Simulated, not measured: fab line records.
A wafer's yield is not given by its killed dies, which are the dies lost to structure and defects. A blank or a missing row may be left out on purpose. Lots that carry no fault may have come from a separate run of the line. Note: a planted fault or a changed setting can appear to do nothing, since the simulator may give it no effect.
fab line records	flow sky130
record lots=7	wafers=21	lastDay=49
route steps=708 shown METAL5@664
lots that met no fault: from a run of the same line without faults
startH: the number of hours between the record's first day and the start of the first shown wafer of the lot	waitH: how many hours have passed since the lot's step before this one	" same as the row above	L1.1+2: a row that stands for several wafers	- no value, or no start was given	* or withheld: withheld	< > ~ a bound
route shown NAME@n: a module of which the file shows steps, and the number in the route of the first	usual: average and standard deviation across the fault-free wafers	same: alike in all rows	chamber/n: place in a boat	sites: per-site readings	_std_site: standard deviation across them	_edge_site: mean of outer sites minus mean of inner sites	radiusMm: for every site, how far away it sits from the centre of the wafer	mask NAME#n: copy n	behind: tool/chamber where the wafer was last shaped	hold: the reason the lot was held/the length of the hold in hours/how it ended	device: transistor that didn't switch, given as n, p or np	end of line: at the end of the route, the tests of the same wafers	where a step has no rows: the recipe by itself	killed: dies lost to structure and defects at the first sort, not the wafer's yield	map: the dies of a wafer, with x for killed, . for not killed, _ for no die there
set.NAME: the setting as run; set.NAME@STEP: as run at that earlier step	model.NAME: the simulator's own value behind a step, which no gauge read
certain route steps with their lots: each step a table, each wafer a row
services: when a tool's chamber went out of use (startH, in hours from the record's first day, below 0 if earlier), for how many hours, and the reason
## steps
# step SKY_METAL5_SPUTTER_03
# recipe material=Ti	targetThkNm=5	powerW=3000	timeS=3.3	chamberPressurePa=0.4
# usual throttleValvePct=30.3/0.99
lot.wafer	tool	chamber	startH	waitH	throttleValvePct
L761.1	pvdSputter-03	-	1055.08	0.0	29.9
L761.2	"	-	"	"	28.4
L761.6	"	-	"	"	29.9
L763.1	pvdSputter-03	-	1060.69	0.0	31.0
L763.2	"	-	"	"	28.4
L763.5	"	-	"	"	31.3
L764.3	pvdSputter-01	-	1067.36	0.0	30.2
L764.4	"	-	"	"	29.2
L764.5	"	-	"	"	29.6
L769.2	pvdSputter-01	-	1102.61	0.0	29.1
L769.4	"	-	"	"	30.2
L769.6	"	-	"	"	29.3
L772.1	pvdSputter-03	-	1114.35	0.0	29.8
L772.2	"	-	"	"	30.9
L772.3	"	-	"	"	28.3
L773.1	pvdSputter-01	-	1115.17	0.0	30.2
L773.2	"	-	"	"	28.8
L773.5	"	-	"	"	29.6
L776.1	pvdSputter-04	-	1127.70	0.0	30.6
L776.2	"	-	"	"	30.5
L776.6	"	-	"	"	31.3
# step SKY_METAL5_SPUTTER_04
# recipe material=TiN	targetThkNm=70	powerW=6500	timeS=58.3	chamberPressurePa=0.4
# usual throttleValvePct=30.3/0.98
lot.wafer	tool	chamber	startH	waitH	throttleValvePct
L761.1	pvdSputter-03	-	1055.10	0.0	29.9
L761.2	"	-	"	"	28.4
L761.6	"	-	"	"	29.7
L763.1	pvdSputter-03	-	1060.71	0.0	31.0
L763.2	"	-	"	"	28.3
L763.5	"	-	"	"	30.9
L764.3	pvdSputter-01	-	1067.38	0.0	30.0
L764.4	"	-	"	"	29.3
L764.5	"	-	"	"	29.7
L769.2	pvdSputter-01	-	1102.63	0.0	28.9
L769.4	"	-	"	"	30.3
L769.6	"	-	"	"	29.1
L772.1	pvdSputter-03	-	1114.37	0.0	29.7
L772.2	"	-	"	"	31.3
L772.3	"	-	"	"	28.4
L773.1	pvdSputter-01	-	1115.19	0.0	30.3
L773.2	"	-	"	"	29.1
L773.5	"	-	"	"	29.7
L776.1	pvdSputter-04	-	1127.72	0.0	30.5
L776.2	"	-	"	"	30.5
L776.6	"	-	"	"	30.9
# step SKY_METAL5_RS_MEAS_05
# recipe thkMeasGauge=four-point-probe	reads=TiN_of_METAL5_SPUTTER_04+Ti_of_METAL5_SPUTTER_03+AlCu_of_METAL5_SPUTTER_02+TiN_of_METAL5_SPUTTER_01+Ti_of_METAL5_SPUTTER_00
# usual METAL5_ALCU_RS=0.02707/0.0003
lot.wafer	tool	chamber	startH	waitH	METAL5_ALCU_RS[ohm/sq]
L761.1	filmMetro-03	-	1055.15	0.0	0.02719
L761.2	"	-	"	"	0.02689
L761.6	"	-	"	"	0.02691
L763.1	filmMetro-02	-	1060.76	0.0	0.02785
L763.2	"	-	"	"	0.02777
L763.5	"	-	"	"	0.0277
L764.3	filmMetro-01	-	1067.47	0.1	0.02708
L764.4	"	-	"	"	0.02673
L764.5	"	-	"	"	0.02677
L769.2	filmMetro-01	-	1102.70	0.0	0.02689
L769.4	"	-	"	"	0.0271
L769.6	"	-	"	"	0.02693
L772.1	filmMetro-02	-	1114.42	0.0	0.02726
L772.2	"	-	"	"	0.02713
L772.3	"	-	"	"	0.02722
L773.1	filmMetro-02	-	1115.24	0.0	0.02745
L773.2	"	-	"	"	0.02718
L773.5	"	-	"	"	0.02731
L776.1	filmMetro-01	-	1127.77	0.0	0.0269
L776.2	"	-	"	"	0.02695
L776.6	"	-	"	"	0.02669
# step SKY_METAL5_THK_MEAS_06
# recipe thkMeasGauge=xrf	reads=AlCu_of_METAL5_SPUTTER_02
# usual METAL5_ALCU_THK=1166/14
lot.wafer	tool	chamber	startH	waitH	METAL5_ALCU_THK[nm]
L761.1	filmMetro-03	-	1055.27	0.1	1157
L761.2	"	-	"	"	1185
L761.6	"	-	"	"	1171
L763.1	filmMetro-02	-	1060.88	0.1	1123
L763.2	"	-	"	"	1138
L763.5	"	-	"	"	1138
L764.3	filmMetro-01	-	1067.57	0.1	1163
L764.4	"	-	"	"	1168
L764.5	"	-	"	"	1178
L769.2	filmMetro-01	-	1102.81	0.1	1179
L769.4	"	-	"	"	1163
L769.6	"	-	"	"	1173
L772.1	filmMetro-02	-	1114.54	0.1	1145
L772.2	"	-	"	"	1154
L772.3	"	-	"	"	1154
L773.1	filmMetro-02	-	1115.36	0.1	1139
L773.2	"	-	"	"	1154
L773.5	"	-	"	"	1141
L776.1	filmMetro-01	-	1127.89	0.1	1161
L776.2	"	-	"	"	1166
L776.6	"	-	"	"	1171
# step SKY_METAL5_DEHYDRATE_07
# recipe tempC=200	timeS=60
# step SKY_METAL5_HMDS_08
# recipe primeTimeS=60	primeTempC=120
# step SKY_METAL5_COAT_09
# recipe resist=NOVOLAK	spinRpm=3000	resistThkNm=1800
# step SKY_METAL5_SOFTBAKE_10
# recipe tempC=90	timeS=58.81	resist=NOVOLAK
# step SKY_METAL5_EXPOSE_11
# recipe maskId=MM5	na=0.6	sourceShape=conventional	sigmaOuter=0.6	polarization=unpolarized	targetCdNm=1600	doseMj=190
# step SKY_METAL5_PEB_12
# recipe tempC=withheld	timeS=*	resist=NOVOLAK
# step SKY_METAL5_DEVELOP_13
# recipe resist=NOVOLAK	developer=TMAH	developTimeS=60	devTempC=23
# step SKY_METAL5_DESCUM_14
# recipe chemistry=O2	sourcePowerW=150	biasPowerW=0	pressureMtorr=10	tempC=40	timeS=11
# usual drypumpMotorCurrentA=5.7/0.66	oesProductAu=0.998/0.013	tempC=39.99/0.098
lot.wafer	tool	chamber	startH	waitH	drypumpMotorCurrentA	oesProductAu	rfHoursCounterH	tempC
L761.1	rieMetal-03	1	1076.57	0.1	5.1	1.021	11	40.02
L761.2	"	0	"	"	5.6	0.984	19	39.93
L761.6	"	1	"	"	5.1	1.020	-	40.07
L763.1	rieMetal-02	0	1081.64	0.1	6.7	1.007	24	39.94
L763.2	"	1	"	"	5.7	0.990	18	40.02
L763.5	"	0	"	"	6.7	0.998	-	39.96
L764.3	rieMetal-04	0	1088.48	0.1	4.8	0.990	-	39.88
L764.4	"	1	"	"	6.5	1.002	-	40.02
L764.5	"	0	"	"	4.8	1.003	-	39.93
L769.2	rieMetal-02	0	1122.42	0.1	6.7	1.000	28	39.91
L769.4	"	1	"	"	5.8	0.985	-	40.07
L769.6	"	0	"	"	6.7	1.003	-	40.08
L772.1	rieMetal-02	0	1134.09	0.1	6.7	0.996	29	39.95
L772.2	"	1	"	"	5.8	0.988	22	40.06
L772.3	"	0	"	"	6.7	0.989	-	39.81
L773.1	rieMetal-03	0	1134.52	0.1	5.6	0.989	24	40.07
L773.2	"	1	"	"	5.1	1.014	16	39.92
L773.5	"	1	"	"	5.1	1.010	-	39.96
L776.1	rieMetal-03	0	1146.02	0.1	5.6	1.002	25	40.16
L776.2	"	1	"	"	5.1	1.029	17	40.15
L776.6	"	0	"	"	5.6	1.004	-	39.95
# step SKY_METAL5_METAL_ETCH_15
# recipe targetDepthA=12600	stopOn=SiO2	overEtchFrac=0.2	timeS=252	chemistry=Cl2/BCl3	resistSidewallDeg=86	pressureMtorr=10	icpW=900	biasW=48.5	Cl2_flow_sccm=60	bcl3FlowSccm=30
# usual bcl3FlowSccm=30.00/0.081	biasW=48.49/0.13	drypumpMotorCurrentA=5.7/0.67	mfcCl2Sccm=60.02/0.2	oesProductAu=0.894/0.0047	throttleValvePct=22.265/0.0087
lot.wafer	tool	chamber	startH	waitH	bcl3FlowSccm	biasW	drypumpMotorCurrentA	mfcCl2Sccm	oesProductAu	rfHoursCounterH	throttleValvePct	model.NOVOLAK_of_METAL5_COAT_09.thkNm	model.SiO2_of_VIA4_HDPCVD_00.thkNm
L761.1	rieMetal-03	1	1076.60	0.0	-	-	-	-	-	-	-	1787	573.2
L761.2	"	0	"	"	-	-	-	-	-	-	-	1792	574.8
L761.6	"	1	"	"	-	-	-	-	-	-	-	1792	574
L763.1	rieMetal-02	0	1081.67	0.0	-	-	-	-	-	-	-	1793	575.3
L763.2	"	1	"	"	-	-	-	-	-	-	-	1788	574
L763.5	"	0	"	"	-	-	-	-	-	-	-	1792	575.1
L764.3	rieMetal-04	0	1088.58	0.1	-	-	-	-	-	-	-	1789	573.2
L764.4	"	1	"	"	-	-	-	-	-	-	-	1783	571.9
L764.5	"	0	"	"	-	-	-	-	-	-	-	1789	573.4
L769.2	rieMetal-02	0	1122.45	0.0	29.93	48.49	6.7	60.14	0.899	28	22.273	1035	548.1
L769.4	"	1	"	"	30.06	48.39	5.7	60.11	0.890	-	22.257	1048	546.9
L769.6	"	0	"	"	29.93	48.27	6.7	60.17	0.890	-	22.271	1034	547.3
L772.1	rieMetal-02	0	1134.13	0.0	30.01	48.30	6.8	60.25	0.889	29	22.273	1033	548.2
L772.2	"	1	"	"	29.98	48.71	5.8	59.94	0.896	23	22.267	1051	550
L772.3	"	0	"	"	29.89	48.42	6.7	60.25	0.885	-	22.264	1038	549.9
L773.1	rieMetal-03	0	1134.55	0.0	30.09	48.51	5.6	59.92	0.895	24	22.262	1040	548.8
L773.2	"	1	"	"	29.98	48.44	5.1	60.39	0.898	16	22.277	1005	547.8
L773.5	"	1	"	"	29.93	48.39	5.1	59.94	0.896	-	22.264	1011	548.5
L776.1	rieMetal-03	0	1146.05	0.0	29.99	48.37	5.6	59.87	0.897	25	22.273	1044	548.4
L776.2	"	1	"	"	30.09	48.47	5.0	60.23	0.891	17	22.281	1018	547.6
L776.6	"	0	"	"	29.90	48.66	5.6	60.21	0.897	-	22.262	1045	549.1
# step SKY_METAL5_STRIP_16
# recipe chemistry=O2/N2	powerW=1400	pressureMtorr=1500	platenTempC=withheld	o2FlowSccm=3000	n2FlowSccm=300	overashFraction=0.5
# usual drypumpMotorCurrentA=5.90/0.29	o2FlowSccm=2999/7.9	oesProductAu=0.711/0.0046	stripTimeToEndpointS=13.09/0.16
lot.wafer	tool	chamber	startH	waitH	drypumpMotorCurrentA	o2FlowSccm	oesProductAu	rfHoursCounterH	stripTimeToEndpointS
L761.1	plasmaAsher-01	1	1076.84	0.2	5.76	3000	0.709	60	21.50
L761.2	"	0	"	"	5.70	2995	0.715	60	21.54
L761.6	"	0	"	"	5.70	3007	0.723	-	21.54
L763.1	plasmaAsher-02	1	1081.91	0.2	5.52	3008	0.711	35	21.57
L763.2	"	0	"	"	6.37	2998	0.711	35	21.51
L763.5	"	0	"	"	6.37	2987	0.710	-	21.56
L764.3	plasmaAsher-01	1	1088.77	0.1	5.75	2986	0.718	-	21.54
L764.4	"	0	"	"	5.73	2996	0.722	-	21.47
L764.5	"	1	"	"	5.75	2998	0.705	-	21.54
L769.2	plasmaAsher-03	1	1122.69	0.2	5.93	3002	0.706	97	13.08
L769.4	"	1	"	"	5.92	3003	0.713	-	13.24
L769.6	"	1	"	"	5.94	2996	0.712	-	13.07
L772.1	plasmaAsher-01	1	1134.36	0.2	5.74	2992	0.702	66	13.04
L772.2	"	0	"	"	5.73	2988	0.712	66	13.26
L772.3	"	0	"	"	5.73	2976	0.716	-	13.11
L773.1	plasmaAsher-02	0	1134.79	0.2	6.37	2986	0.709	40	13.14
L773.2	"	1	"	"	5.53	2999	0.705	40	12.79
L773.5	"	0	"	"	6.37	2998	0.712	-	12.79
L776.1	plasmaAsher-03	1	1146.29	0.2	5.96	2995	0.712	99	13.18
L776.2	"	0	"	"	6.18	3000	0.711	99	12.87
L776.6	"	0	"	"	6.17	2999	0.713	-	13.20
# step SKY_METAL5_STRIP_17
# recipe chemistry=postEtchResidueRemover	timeS=1200	tempC=72.5
## services
tool	chamber	startH	hours	kind
pvdSputter-04	1	1038.70	-	consumableReplace:kit
pvdSputter-04	1	1038.70	18.0	scheduledDown
pvdSputter-04	1	1038.70	18.0	ventCycle
pvdSputter-03	-	1043.48	3.4	repair
pvdSputter-04	-	1045.50	29.4	repair
plasmaAsher-03	-	1050.57	5.4	repair
rieMetal-04	0	1072.85	6.4	repair
plasmaAsher-02	-	1085.28	0.6	repair
pvdSputter-01	-	1112.09	0.7	repair
rieMetal-04	-	1119.07	2.8	pm
pvdSputter-03	2	1126.09	-	consumableReplace:kit
pvdSputter-03	2	1126.09	18.0	scheduledDown
pvdSputter-03	2	1126.09	18.0	ventCycle
pvdSputter-01	2	1137.86	-	consumableReplace:kit
pvdSputter-01	2	1137.86	18.0	scheduledDown
pvdSputter-01	2	1137.86	18.0	ventCycle
## key
firstSign step=SKY_METAL5_METAL_ETCH_15	reading=toolRecord	direction=missing
effect step=SKY_METAL5_STRIP_16	reading=stripTimeToEndpointS	direction=up	sigmas=53	usual=*	struck=*
modelEffect step=SKY_METAL5_METAL_ETCH_15	value=NOVOLAK_of_METAL5_COAT_09.thkNm	without=1037	struck=1790
metAt SKY_METAL5_METAL_ETCH_15
struckWafers L761.1,L761.2,L761.6,L763.1,L763.2,L763.5,L764.3,L764.4,L764.5
laterRowsLeftOut L761.1,L761.2,L761.6,L763.1,L763.2,L763.5,L764.3,L764.4,L764.5
sortLeftOut L761.1,L761.2,L761.6,L763.1,L763.2,L763.5,L764.3,L764.4,L764.5
fault kind=skippedStepWhole	tool=rieMetal-02,rieMetal-03,rieMetal-04	chamber=-	onsetH=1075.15	steps=SKY_METAL5_METAL_ETCH_15	scope=struckLotsOnly
# sortLeftOut: the simulated sort isn't trusted on such a fault, so these wafers' sort isn't shown, and their yield isn't known
# laterRowsLeftOut: the simulator's readings of these wafers behind a module that went badly wrong aren't trusted and aren't shown, but for the sort
